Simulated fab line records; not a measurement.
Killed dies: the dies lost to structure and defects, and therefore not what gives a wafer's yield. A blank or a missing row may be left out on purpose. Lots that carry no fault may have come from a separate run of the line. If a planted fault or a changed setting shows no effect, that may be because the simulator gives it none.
Comparing a struck lot with a sound one -- flow gf180mcu -- 17 out of 602 route steps
Sound: these wafers, L392.2, L392.5, L392.6. Struck: wafer L400.2 (L400.5, L400.6, from the same lot, were not struck and are left out); the cause is given at the end.
Each step with rows lists, per side, the tool, then ch with its chambers, then its first start. Under that, the readings that differ: sound wafers -- struck wafers -- difference of the means -- sigmas: that difference in standard deviations of wafers without a fault.
alike: same words and numbers on both sides, and readings whose means sit less than 2 such deviations apart. not compared: any withheld reading, any reading some wafer has no value for, any bound like >300 that may hide the same value, and any number with overlapping values for which the record gives no deviation.
Wherever a step has rows on one side only, a row that says differs or no value, or a row with sigmas, the two part there. Non-overlapping numbers with no deviation appear without sigmas and do not part them. A reading missing from all wafers of one side parts the sides only when that side holds two or more wafers.

first, 3 steps without rows for these wafers: GF_V2_EXPOSE_11 (exposes mask Via2, target cd 260 nm); GF_V2_PEB_12 (peb time 90 s); GF_V2_DEVELOP_13 (develop time 60 s).
GF_V2_CD_MEAS_14: the cd target is 260 nm.
  sound on cd_sem-02 at day 22 01:00; struck on cd_sem-02 at day 25 02:39
  alike: cd_nm
GF_V2_OVL_MEAS_15:
  sound on overlay-01 at day 22 01:06; struck on overlay-02 at day 25 02:46
  alike: V2_OVL
GF_V2_ETCH_16: etches BARC in N2/H2.
  sound on rie_diel-01 ch 2,3, day 22 01:08; struck on rie_diel-04 ch 0, day 25 02:48
  alike: drypump_motor_current_A, oes_product_au, throttle_valve_pct
GF_V2_ETCH_17: etches SiO2 in C4F8/O2/Ar, stops on TiN, target depth 630 nm.
  sound: rie_diel-01 ch 2,3; struck: rie_diel-04 ch 0
reading,sound,struck,difference,sigmas
oes_product_au (a.u.),0.846 0.856 0.857,0.862,+0.009,+2
then, 3 steps without rows for these wafers: GF_V2_STRIP_18 (strips in O2/N2); GF_V2_STRIP_19 (strips in post etch residue remover, time 1200 s); GF_V2_CLEAN_20 (cleans in DIW).
GF_V2_SPUTTER_21: material Ti, target thk 15 nm, time 80.02 s.
  sound on pvd_sputter-01 at day 22 01:48; struck on pvd_sputter-01 at day 25 03:28
  alike: throttle_valve_pct
GF_V2_SPUTTER_22: material TiN, target thk 10 nm, time 40 s.
  sound on pvd_sputter-01 at day 22 01:52; struck on pvd_sputter-01 at day 25 03:31
  alike: throttle_valve_pct
GF_V2_CVD_23: deposits W, target thk 350 nm, time 104.94 s.
  sound on cvd_w-01 ch 0,1, day 22 01:54; struck on cvd_w-01 ch 1, day 25 03:34
reading,sound,struck,difference,sigmas
model.W_of_V2_CVD_23.thk_nm (nm),349.5 358.2 352.3,203.2,-150.1,
  alike: heater_power_w
GF_V2_RS_MEAS_24: a four-point-probe measurement.
  sound on film_metro-02 at day 22 02:02; struck on film_metro-02 at day 25 03:41
reading,sound,struck,difference,sigmas
V2_W_RS (ohm/sq),0.327 0.320 0.324,0.567,+0.243,+50
GF_V2_THK_MEAS_25: measures by xrf.
  sound on film_metro-02 at day 22 02:09; struck on film_metro-02 at day 25 03:48
reading,sound,struck,difference,sigmas
V2_W_THK (nm),359 368 363,206,-157,-21
GF_V2_CMP_26: polishes, stops on SiO2, t overpolish 15 s, target thk 0 nm.
  sound on cmp-01 ch 0,2,3, day 22 02:18; struck on cmp-02 ch 1, day 25 04:00
reading,sound,struck,difference,sigmas
motor_current_A (A),10.7 10.4 12.2,13.3,+2.2,+2
time_to_endpoint_s (s),80 83 92,48,-37,-8
GF_M3_SPUTTER_00: material Ti, target thk 37.5 nm, time 150 s.
  sound on pvd_sputter-03 at day 22 02:30; struck on pvd_sputter-02 at day 25 04:09
  alike: throttle_valve_pct

== WHERE THEY PART ==
Earliest at GF_V2_ETCH_17; latest, in this record, at GF_V2_CMP_26. Later steps at which nothing parts them and some readings are alike: GF_M3_SPUTTER_00.

WHY: the cause the simulator had injected
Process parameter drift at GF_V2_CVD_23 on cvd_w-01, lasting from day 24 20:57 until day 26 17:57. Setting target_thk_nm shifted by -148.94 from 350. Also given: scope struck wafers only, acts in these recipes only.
